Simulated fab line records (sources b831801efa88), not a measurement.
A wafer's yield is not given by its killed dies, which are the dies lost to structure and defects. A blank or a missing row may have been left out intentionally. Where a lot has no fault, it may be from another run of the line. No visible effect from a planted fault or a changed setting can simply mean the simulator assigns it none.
A lot that was struck, set against a sound lot	flow sfq line	42 steps out of a route of 325
Sound: the wafers L970.1, L970.2, L970.3. Wafers L974.2, L974.3, L974.6 were the ones struck. The cause is named last.
Order at every step that has rows: each side's tool, ch and its chambers, its first start. Under that, the readings that differ: sound wafers	struck wafers	difference of the means	sigmas: that difference in standard deviations of wafers without a fault.
alike: same words and numbers on both sides, and readings whose means sit less than 2 such deviations apart. not compared: any withheld reading, any reading some wafer has no value for, any bound like >300 that may hide the same value, and any number with overlapping values for which the record gives no deviation.
The two part at a step that has a row with sigmas, a row that says differs or no value, or rows on one side only. When numbers do not overlap yet have no deviation, they are printed without sigmas and do not part them. A reading that every wafer of one side lacks parts them only if that side has two wafers or more.

first, 6 steps without rows for these wafers: SFQ_TRILAYER_L0_VIA_LITHO_COAT_018 (resist thk 62 nm); SFQ_TRILAYER_L0_VIA_LITHO_COAT_013 (resist thk 650 nm); SFQ_TRILAYER_L0_VIA_LITHO_SOFTBAKE_017; SFQ_TRILAYER_L0_VIA_LITHO_EXPOSE_014 (exposes mask L0V, target cd 700 nm); SFQ_TRILAYER_L0_VIA_LITHO_PEB_016 (peb time 60 s); SFQ_TRILAYER_L0_VIA_LITHO_DEVELOP_015 (time 60 s).
SFQ_L0V_OVL_MEAS_903:
  sound on overlay-02, day 7 11:23; struck on overlay-02, day 8 07:47
  alike: L0V_OVL
SFQ_TRILAYER_L0_VIA_BARC_OPEN_VIA_ETCH_021: etches BARC in O2, target depth 125 nm, time 41.7 s.
  sound on rie diel-03 ch 0,1,3, day 7 11:25; struck on rie diel-04 ch 0,2,3, day 8 07:49
  alike: drypump motor current A, oes product au
  not compared: rf hours counter h
then, 1 step without rows for these wafers: SFQ_TRILAYER_L0_VIA_ETCH_VIA_ETCH_016 (etches SiO2 in CHF3, stops on MoNx KI, target depth 80 nm).
SFQ_TRILAYER_L0_VIA_STRIP_STRIP_017: strips in O2.
  sound on rie metal-02 ch 0,1, day 7 11:30; struck on rie metal-02 ch 0, day 8 07:54
  alike: drypump motor current A, he backside leak sccm, oes product au
  not compared: rf hours counter h
then, 2 steps without rows for these wafers: SFQ_TRILAYER_L0_VIA_STRIP_SOLV_CLEAN_018 (cleans in NMP, time 600 s); SFQ_TRILAYER_M0_DEP_PRE_CLEAN_020 (time 15 s).
SFQ_TRILAYER_M0_DEP_SPUTTER_019: material Nb, target thk 200 nm, time 133.3 s.
  sound on pvd sputter-05, day 7 12:18; struck on pvd sputter-05, day 8 08:42
reading	sound	struck	difference	sigmas
model.Nb_of_TRILAYER_M0_DEP_SPUTTER_019.thk nm (nm)	197.9 199 204.2	112.6 116.1 112.3	-86.7	
  alike: chamber pressure pa, resputter cathode voltage v, throttle valve pct
SFQ_M0_RS_MEAS_904: the measuring method here is four-point-probe.
  sound on film metro-01, day 7 12:23; struck on film metro-04, day 8 08:49
reading	sound	struck	difference	sigmas
M0_NB_RS (ohm/sq)	0.900 0.895 0.871	1.593 1.546 1.600	+0.691	+63
then, 6 steps without rows for these wafers: SFQ_TRILAYER_M0_LITHO_COAT_026 (resist thk 62 nm); SFQ_TRILAYER_M0_LITHO_COAT_021 (resist thk 600 nm); SFQ_TRILAYER_M0_LITHO_SOFTBAKE_025; SFQ_TRILAYER_M0_LITHO_EXPOSE_022 (exposes mask M0, target cd 500 nm); SFQ_TRILAYER_M0_LITHO_PEB_024 (peb time 60 s); SFQ_TRILAYER_M0_LITHO_DEVELOP_023 (time 60 s).
-- the record jumps here: 3 days lie between the struck wafers' starts before and after --
SFQ_M0_OVL_MEAS_906:
  sound on overlay-02, day 10 05:09; struck on overlay-02, day 11 03:57
  alike: M0_OVL
SFQ_TRILAYER_M0_BARC_OPEN_METAL_ETCH_031: etches BARC in O2, target depth 125 nm, time 41.7 s.
  sound on rie metal-03 ch 0,1, day 10 05:11; struck on rie metal-04 ch 0,1, day 11 03:59
  alike: drypump motor current A, he backside leak sccm, oes product au
  not compared: rf hours counter h
SFQ_TRILAYER_M0_ETCH_METAL_ETCH_024: etches Nb in Cl2/Ar, stops on SiO2, target depth 240 nm, time 120 s.
  sound on rie metal-03 ch 0,1, day 10 05:14; struck on rie metal-04 ch 0,1, day 11 04:02
reading	sound	struck	difference	sigmas
oes product au (a.u.)	0.888 0.901 0.910	0.674 0.671 0.667	-0.229	-29
  alike: drypump motor current A, he backside leak sccm
  not compared: rf hours counter h
SFQ_TRILAYER_M0_STRIP_STRIP_025: strips in O2.
  sound on rie metal-03 ch 0,1, day 10 05:22; struck on rie metal-04 ch 0,1, day 11 04:10
  alike: drypump motor current A, he backside leak sccm, oes product au
  not compared: rf hours counter h
then, 3 steps without rows for these wafers: SFQ_TRILAYER_M0_STRIP_SOLV_CLEAN_026 (cleans in NMP, time 600 s); SFQ_TRILAYER_I0_DEP_PECVD_027 (deposits SiO2 from SiH4/N2O, time 111.11 s, target thk 500 nm); SFQ_TRILAYER_I0_CMP_CMP_028 (polishes SiO2).
SFQ_I0_BOW_MEAS_907:
  sound on film metro-03, day 10 18:05; struck on film metro-02, day 11 13:18
  alike: I0_BOW
then, 7 steps without rows for these wafers: SFQ_TRILAYER_I0_METRO_MEASURE_029; SFQ_TRILAYER_I0_VIA_LITHO_COAT_036 (resist thk 62 nm); SFQ_TRILAYER_I0_VIA_LITHO_COAT_031 (resist thk 650 nm); SFQ_TRILAYER_I0_VIA_LITHO_SOFTBAKE_035; SFQ_TRILAYER_I0_VIA_LITHO_EXPOSE_032 (exposes mask I0, target cd 500 nm); SFQ_TRILAYER_I0_VIA_LITHO_PEB_034 (peb time 60 s); SFQ_TRILAYER_I0_VIA_LITHO_DEVELOP_033 (time 60 s).
-- the record jumps here: 2 days lie between the struck wafers' starts before and after --
SFQ_I0_OVL_MEAS_908:
  sound on overlay-02, day 13 03:13; struck on overlay-01, day 13 21:13
  alike: I0_OVL
then, 2 steps without rows for these wafers: SFQ_TRILAYER_I0_VIA_BARC_OPEN_VIA_ETCH_046 (etches BARC in O2, target depth 125 nm, time 41.7 s); SFQ_TRILAYER_I0_VIA_ETCH_VIA_ETCH_034 (etches SiO2 in CHF3, stops on Nb, target depth 260 nm).
SFQ_TRILAYER_I0_VIA_STRIP_STRIP_035: strips in O2.
  sound on rie metal-02 ch 0,1, day 13 03:24; struck on rie metal-01 ch 1, day 13 21:24
reading	sound	struck	difference	sigmas
oes product au (a.u.)	0.988 0.999 1.004	1.020 1.033 1.030	+0.031	+2
  alike: drypump motor current A, he backside leak sccm
  not compared: rf hours counter h
then, 2 steps without rows for these wafers: SFQ_TRILAYER_I0_VIA_STRIP_SOLV_CLEAN_036 (cleans in NMP, time 600 s); SFQ_TRILAYER_M1_DEP_PRE_CLEAN_038 (time 22.5 s).
-- the record jumps here: 66 days lie between the struck wafers' starts before and after --
SFQ_M8_BOW_MEAS_951:
  sound on film metro-03, day 79 04:37; struck on film metro-01, day 79 14:14
reading	sound	struck	difference	sigmas
M8_BOW (um)	-2 6 1	27 33 21	+25	+2
model.etest.m0.ohm um	1.814 1.801 1.751	3.189 3.09 3.168	+1.360	
model.etest.m0.ohm sq	0.8994 0.8945 0.8716	1.581 1.533 1.585	+0.678	
model.etest.i0.link ohm	1.961 1.968 1.911	2.669 2.636 2.679	+0.715	

## WHERE THEY PART
At SFQ_M0_RS_MEAS_904 first; at SFQ_M8_BOW_MEAS_951 last (within this record only).

WHY: the cause the simulator had injected
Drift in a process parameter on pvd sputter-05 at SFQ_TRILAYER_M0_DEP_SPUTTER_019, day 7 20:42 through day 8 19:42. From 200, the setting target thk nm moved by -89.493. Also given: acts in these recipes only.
